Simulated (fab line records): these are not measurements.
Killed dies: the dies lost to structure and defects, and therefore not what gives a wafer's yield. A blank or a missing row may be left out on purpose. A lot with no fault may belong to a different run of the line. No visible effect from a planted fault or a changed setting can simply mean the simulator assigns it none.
The same fault as seen by 2 desks    flow sfq-line    every desk sees just its own numbers, and what lay behind them comes last

## THE METROLOGY DESK
What the gauges read, lot by lot, whatever tool the lot ran on: means of the sampled wafers that have a number. A lot is out of limits, marked OUT, if its mean lies more than 4 standard deviations from the usual mean; the brackets give that distance.
Columns: A = I0_BOW at SFQ_I0_BOW_MEAS_907, usual 0 um; B = M6_OVL at SFQ_M6_OVL_MEAS_940, usual -1 nm; C = I6_OVL at SFQ_I6_OVL_MEAS_942, usual -3 nm
lot   first seen here  A   B    C
L915  day 7 21:25      0   -7   5
L916  day 8 06:25      3   2    -3
L917  day 8 08:16      7   5    0
L918  day 8 14:16      3   -4   -9
L919  day 8 15:29      7   11   -2
L920  day 8 19:04      -4  1    -8
L921  day 9 05:16      3   -12  -4
L922  day 9 15:04      -5  -1   -2
L923  day 10 03:33     7   -12  2
L924  day 10 08:19     2   -3   2
L925  day 10 20:40     3   2    3
L926  day 11 02:38     4   -4   -5
L927  day 11 05:40     -2  -9   -2
L928  day 11 17:39     -5  -5   -2
L938  day 14 08:39     0   -2   -5
This desk found nothing out of limits on any of the 15 lots.

## TOOL OWNER'S DESK, cmp-01
The tool's own readings at SFQ_TRILAYER_I0_CMP_CMP_028 (polishes SiO2): means of the sampled wafers that have a number, for each lot that ran on this tool. A lot is out of limits, marked OUT, if its mean lies more than 4 standard deviations from the usual mean; the brackets give that distance.
Columns: A = motor-current-A at SFQ_TRILAYER_I0_CMP_CMP_028, usual 9.8 A; B = slurry-filter-dp-kPa at SFQ_TRILAYER_I0_CMP_CMP_028, usual 13.49 kPa; C = time-to-endpoint-s at SFQ_TRILAYER_I0_CMP_CMP_028, usual 216 s
lot   first seen here  A    B      C
L917  day 8 05:16      9.4  13.46  212
L918  day 8 11:46      9.1  13.49  212
L924  day 10 05:49     9.4  13.47  210
L925  day 10 17:38     9.4  13.49  206
L926  day 10 23:38     9.4  13.50  201
L928  day 11 14:38     9.6  13.49  209
L938  day 14 06:08     9.8  13.49  211
This desk found nothing out of limits on any of the 7 lots.

## BROUGHT TOGETHER
Metrology desk: nothing out of limits seen.
Nothing out of limits was seen by the tool owner's desk.

## WHAT THE SIMULATOR HAD PUT IN
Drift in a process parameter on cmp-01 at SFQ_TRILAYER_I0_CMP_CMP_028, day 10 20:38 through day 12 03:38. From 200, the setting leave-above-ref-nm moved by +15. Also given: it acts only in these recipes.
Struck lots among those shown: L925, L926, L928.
